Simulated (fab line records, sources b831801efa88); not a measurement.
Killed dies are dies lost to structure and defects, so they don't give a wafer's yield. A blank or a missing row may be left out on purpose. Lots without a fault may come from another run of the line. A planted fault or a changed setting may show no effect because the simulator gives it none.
A struck lot beside a sound one | flow sky130 | 15 steps out of a route of 708
Sound: wafers L420.2, L420.5, L420.6. Struck: wafers L426.3, L426.4, L426.6. The cause comes at the end.
At each step with rows: each side's tool, then ch and its chambers, then its first start. Under that, the readings that differ: sound wafers | struck wafers | difference of the means | sigmas: that difference in standard deviations of wafers without a fault.
alike: readings whose means differ by less than 2 such deviations, and words and numbers that are the same on both sides. not compared: withheld readings, readings that some wafer has no value for, bounds like >300 that may hide the same value, and numbers for which the record gives no deviation and whose values overlap.
The two part at a step that has a row with sigmas, a row that says differs or no value, or rows on one side only. Numbers that don't overlap but have no deviation are shown without sigmas and don't part them. A reading that every wafer of one side lacks parts them only if that side has two wafers or more.

first, 2 steps without rows for these wafers: SKY_METAL2_CLEAN_23 (cleans in O3/DIW); SKY_VIA2_HDPCVD_00 (deposits SiO2, target thk 1180 nm, time 187.1 s).
SKY_VIA2_THK_MEAS_01:
  sound on film_metro-02, day 38 16:08; struck on film_metro-01, day 40 10:08
  alike: VIA2_HDPCVD_THK
SKY_VIA2_CMP_02: polishes SiO2.
  sound on cmp-01 ch 0,1,3, day 38 16:20; struck on cmp-02 ch 0,1, day 40 10:10
  alike: motor_current_A, platen_rpm
SKY_VIA2_BOW_MEAS_03:
  sound on film_metro-01, day 38 16:31; struck on film_metro-01, day 40 10:31
  alike: VIA2_BOW
then, 7 steps without rows for these wafers: SKY_VIA2_DEHYDRATE_04 (time 60 s); SKY_VIA2_HMDS_05 (prime time 60 s); SKY_VIA2_COAT_06 (resist thk 60 nm); SKY_VIA2_COAT_07 (resist thk 450 nm); SKY_VIA2_SOFTBAKE_08 (time 90 s); SKY_VIA2_EXPOSE_09 (exposes mask VIM2, target cd 200 nm); SKY_VIA2_PEB_10.
SKY_VIA2_DEVELOP_11: develop time 60 s.
  sound on litho_track-01 ch 0, day 39 16:00; struck on litho_track-01 ch 0, day 41 10:00
  reading              | sound             | struck            | difference | sigmas
  developer_temp_C (C) | 20.86 20.86 20.87 | 20.24 20.32 20.31 | -0.57      | -5
SKY_VIA2_CD_MEAS_12: target cd 200 nm.
  sound on cd_sem-01, day 39 16:35; struck on cd_sem-02, day 41 10:34
  alike: cd_nm
-- the record jumps here: 8 days lie between the struck wafers' starts before and after (it left off in module VIA2 and takes up again in module PAD_OPEN, whose first step shown is number 708 of the route) --
SKY_PAD_OPEN_PROBE_99:
  sound on prober-01, day 48 10:56; struck on prober-01, day 49 17:23
  reading              | sound    | struck | difference | sigmas
  sort_bin_8_speed (%) | 0 0.20 0 | 0 0 0  | +0         | -4
  alike: defect_limited_yield, killed_at_M0_to_M3, killed_at_M4_up, killed_at_contacts, killed_at_front_end, killed_at_other, killed_dies, killed_on_rim, killed_open, killed_short, sort_bin_3_pad_short, sort_bin_5_function, sort_bin_6_memory, sort_n_pass, sort_yield_pct

WHERE THEY PART
First at SKY_VIA2_DEVELOP_11; last, within this record, at SKY_PAD_OPEN_PROBE_99.

WHY: what the simulator had put in
Process parameter drift: litho_track-01, from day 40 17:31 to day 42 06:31, at SKY_VIA2_DEVELOP_11. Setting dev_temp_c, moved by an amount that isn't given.
